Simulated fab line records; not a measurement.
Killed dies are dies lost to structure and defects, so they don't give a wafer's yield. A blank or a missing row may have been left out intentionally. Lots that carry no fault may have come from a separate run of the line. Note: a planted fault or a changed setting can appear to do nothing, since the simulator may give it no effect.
Comparing a struck lot with a sound one	flow sky130	15 out of 708 route steps
Sound: the wafers L488.1, L488.3, L488.6. Struck: wafer L501.5. (L501.3, L501.4 of the same lot were not struck and are left out.) The cause comes at the end.
For every step that has rows: the tool of each side, followed by ch and its chambers, followed by its first start. Under that, the readings that differ: sound wafers	struck wafers	difference of the means	sigmas: that difference in standard deviations of wafers without a fault.
alike: words and numbers the same on both sides, and readings whose means are apart by under 2 such deviations; not compared: readings that were withheld, readings missing a value for some wafer, numbers with overlapping values and no deviation given by the record, and bounds like >300 which may hide the same value.
A row with sigmas, a row that says differs or no value, or rows on one side alone: a step with any of these is where the two part. Non-overlapping numbers with no deviation appear without sigmas and do not part them. Lack of a reading on every wafer of one side parts them only where that side has two or more wafers.

first, 4 steps without rows for these wafers: SKY_VIA1_SOFTBAKE_08 (time 90 s); SKY_VIA1_EXPOSE_09 (exposes mask VIM, target cd 150 nm); SKY_VIA1_PEB_10; SKY_VIA1_DEVELOP_11 (develop time 60 s).
SKY_VIA1_CD_MEAS_12 targets a cd of 150 nm.
  struck on cd_sem-01, day 39 05:21; sound on cd_sem-01, day 34 11:35
  alike: cd_nm
SKY_VIA1_OVL_MEAS_13:
  struck on overlay-01, day 39 05:26; sound on overlay-02, day 34 11:42
reading	sound	struck	difference	sigmas
VIA1_OVL (nm)	1 -1 -10	8	+11	+2
SKY_VIA1_ETCH_14: etches BARC in N2/H2, stops on SiO2, time 45.9 s, target depth 60 nm.
  sound on rie_diel-04 ch 0,2, day 34 11:44; struck on rie_diel-01 ch 3, day 39 05:28
  alike: drypump_motor_current_A, oes_product_au, rf_fwd_power_W, throttle_valve_pct
  not compared: rf_hours_counter_h
SKY_VIA1_ETCH_15: etches SiO2 in C4F8/O2/Ar, stops on TiN, target depth 351 nm, time 54 s.
  sound on rie_diel-04 ch 0,2, day 34 11:47; struck on rie_diel-01 ch 3, day 39 05:31
  alike: oes_product_au, rf_fwd_power_W
  not compared: rf_hours_counter_h
SKY_VIA1_STRIP_16: strips in O2/N2.
  sound on plasma_asher-03 ch 1, day 34 11:50; struck on plasma_asher-04 ch 0, day 39 05:35
  alike: drypump_motor_current_A, oes_product_au, strip_time_to_endpoint_s
  not compared: rf_hours_counter_h
then, 3 steps without rows for these wafers: SKY_VIA1_STRIP_17 (strips in post etch residue remover, time 1200 s); SKY_VIA1_CLEAN_18 (cleans in IPA, time 180 s); SKY_VIA1_CLEAN_19 (cleans in O3/DIW).
SKY_VIA1_SPUTTER_20: material TiN, target thk 20 nm, time 80 s.
  struck on pvd_sputter-03, day 39 06:09; sound on pvd_sputter-04, day 34 12:25
reading	sound	struck	difference	sigmas
cathode_dc_power_W (W)	4000.8 3999.5 4000.4	3449.1	-551.1	-99 or more
model.TiN_of_VIA1_SPUTTER_20.thk_nm (nm)	20.03 20.03 19.67	17.08	-2.83	
  alike: throttle_valve_pct
SKY_VIA1_CVD_21: deposits W, target thk 270 nm, time 80.902 s.
  sound on cvd_w-01 ch 1, day 34 12:29; struck on cvd_w-02 ch 0, day 39 06:14
  alike: heater_power_outer_w, heater_power_w
-- the record jumps here: 10 days lie between the struck wafers' starts before and after (it left off in module VIA1 and takes up again in module PAD_OPEN, whose first step shown is number 708 of the route) --
SKY_PAD_OPEN_PROBE_99:
  struck on prober-01, day 49 14:02; sound on prober-02, day 46 00:40
reading	sound	struck	difference	sigmas
killed_at_other	0 0 0	1	+1	+2
  alike: defect_limited_yield, killed_at_M0_to_M3, killed_at_M4_up, killed_at_contacts, killed_at_front_end, killed_dies, killed_open, killed_short, sort_bin_3_pad_short, sort_bin_5_function, sort_bin_6_memory, sort_n_pass, sort_yield_pct

WHERE THEY PART
Last at SKY_PAD_OPEN_PROBE_99 as far as this record goes, first at SKY_VIA1_OVL_MEAS_13.

WHY: whatever the simulator had introduced
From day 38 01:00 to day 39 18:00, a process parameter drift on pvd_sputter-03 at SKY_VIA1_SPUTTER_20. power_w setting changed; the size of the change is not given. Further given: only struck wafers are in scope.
